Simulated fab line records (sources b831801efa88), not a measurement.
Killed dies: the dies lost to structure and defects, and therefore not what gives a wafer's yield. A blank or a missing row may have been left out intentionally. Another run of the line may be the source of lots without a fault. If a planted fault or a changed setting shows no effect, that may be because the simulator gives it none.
A struck lot beside a sound one / flow gf180mcu / 15 steps out of a route of 602
Sound: the wafers L974.1, L974.4, L974.6. Struck: wafer L982.3. (L982.1, L982.2 of the same lot were not struck and are left out.) The cause comes at the end.
Per side, at each step with rows, come the tool, then ch with its chambers, and then its first start. Under that, the readings that differ: sound wafers / struck wafers / difference of the means / sigmas: that difference in standard deviations of wafers without a fault.
alike: readings with means less than 2 such deviations apart, plus words and numbers identical on both sides. not compared: withheld readings, readings lacking a value on some wafer, bounds such as >300 that could conceal the same value, and numbers that have no deviation in the record and whose values overlap.
Wherever a step has rows on one side only, a row that says differs or no value, or a row with sigmas, the two part there. Numbers that have no deviation but don't overlap get no sigmas and don't part them. A reading that every wafer of one side lacks parts them only if that side has two wafers or more.

GF_V5_OVL_MEAS_15:
  sound on overlay-01, day 27 00:03; struck on overlay-02, day 29 14:00
reading=V5_OVL (nm); sound=-1 -2 -3; struck=11; difference=+13; sigmas=+3
GF_V5_ETCH_16: etches BARC in N2/H2.
  sound on rie-diel-04 ch 1,2,3, day 27 00:05; struck on rie-diel-02 ch 0, day 29 14:02
  alike: drypump-motor-current-A, oes-product-au, throttle-valve-pct
GF_V5_ETCH_17: etches SiO2 in C4F8/O2/Ar, stops on TiN, target depth 855 nm.
  sound on rie-diel-04 ch 1,2,3; struck on rie-diel-02 ch 0
  alike: oes-product-au
GF_V5_STRIP_18: strips in O2/N2.
  sound on plasma-asher-03 ch 0,1, day 27 00:14; struck on plasma-asher-04 ch 0, day 29 14:11
  alike: drypump-motor-current-A, heater-power-w, oes-product-au
  not compared: rf-hours-counter-h
then, 4 steps without rows for these wafers: GF_V5_STRIP_19 (strips in post etch residue remover, time 1200 s); GF_V5_CLEAN_20 (cleans in DIW); GF_V5_SPUTTER_21 (material Ti, target thk 15 nm, time 80.02 s); GF_V5_SPUTTER_22 (material TiN, target thk 10 nm, time 40 s).
GF_V5_CVD_23: deposits W, target thk 350 nm, time 104.9 s.
  sound on cvd-w-02 ch 0,1, day 27 00:52; struck on cvd-w-02 ch 1, day 29 14:51
  alike: heater-power-w, susceptor-temp-C
GF_V5_RS_MEAS_24: measures by four-point-probe.
  sound on film-metro-04, day 27 00:59; struck on film-metro-04, day 29 14:58
  alike: V5_W_RS
GF_V5_THK_MEAS_25: measures by xrf.
  sound on film-metro-04, day 27 01:07; struck on film-metro-04, day 29 15:05
  alike: V5_W_THK
GF_V5_CMP_26: polishes, stops on SiO2, t overpolish 15 s, target thk 0 nm.
  sound on cmp-02 ch 0,1,2, day 27 01:13; struck on cmp-01 ch 1, day 29 15:12
reading=motor-current-A (A); sound=10.8 9.7 10.7; struck=13.6; difference=+3.2; sigmas=+2
  alike: overpolish-run-s, time-to-endpoint-s
GF_TOP_METAL_SPUTTER_00: material Ti, target thk 37.5 nm, time 150 s.
  sound on pvd-sputter-02, day 27 01:28; struck on pvd-sputter-03, day 29 15:27
reading=model.Ti_of_TOP_METAL_SPUTTER_00.thk-nm (nm); sound=37.12 37.31 37.09; struck=48.6; difference=+11.4; sigmas=
  alike: throttle-valve-pct
then, 2 steps without rows for these wafers: GF_TOP_METAL_SPUTTER_01 (material TiN, target thk 30 nm, time 25 s); GF_PASSIVATION_PROBE_99.

WHERE THEY PART
At GF_V5_OVL_MEAS_15 first; at GF_V5_CMP_26 last (within this record only). Later steps at which nothing parts them and some readings are alike: GF_TOP_METAL_SPUTTER_00.

WHY: what the simulator had put in
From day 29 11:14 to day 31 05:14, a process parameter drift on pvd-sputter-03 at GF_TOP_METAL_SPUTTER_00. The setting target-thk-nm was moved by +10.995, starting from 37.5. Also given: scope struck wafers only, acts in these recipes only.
